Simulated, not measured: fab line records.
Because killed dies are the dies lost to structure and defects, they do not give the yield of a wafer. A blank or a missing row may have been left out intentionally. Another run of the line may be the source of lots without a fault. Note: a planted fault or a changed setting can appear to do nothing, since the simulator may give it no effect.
Matching of chambers | flow gf180mcu | cmp-01 running GF_CONTACT_CMP_04: 4 sister chambers
The step polishes SiO2. 4 wafers are shown with their chamber, then 9 later ones without.

WAFERS WITH THEIR CHAMBER
wafer  | chamber | motor-current-A (A)
L120.6 | 1       | 12.0
L124.3 | 3       | 13.1
L124.4 | 0       | 11.5
L124.6 | 2       | 14.2

WAFERS MISSING THEIR CHAMBER
wafer  | motor-current-A (A)
L125.2 | 11.8
L125.3 | 12.1
L125.4 | 13.1
L126.1 | 13.8
L126.4 | 11.2
L126.6 | 13.1
L131.3 | 13.2
L131.4 | 11.9
L131.5 | 12.0

CHAMBER TAKEN BY EACH
wafer  | from the rows above     | in truth
L125.2 | can't be placed: 1 or 0 | 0
L125.3 | 1                       | 1
L125.4 | 3                       | 3
L126.1 | can't be placed: 2 or 3 | 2
L126.4 | 0                       | 0
L126.6 | 3                       | 3
L131.3 | 3                       | 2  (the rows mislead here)
L131.4 | can't be placed: 1 or 0 | 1
L131.5 | 1                       | 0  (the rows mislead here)
4 of 9 placed correctly. Cannot be placed on the basis of these rows: 3; the candidates contain the true chamber in 3. Number placed wrongly: 2.
How it was worked out, from the rows above alone: a wafer's distance from a chamber is the root of the sum, over the readings, of the square of ((its reading less the chamber's mean) divided by the reading's scatter). The wafer belongs to the nearest chamber; if the next one is less than 2 further off, it can't be placed. Each chamber's mean is taken over the wafers shown for it. The scatter: with one shown wafer a chamber, the root of the mean of the squares of how far each hidden wafer lies from its nearest shown one.
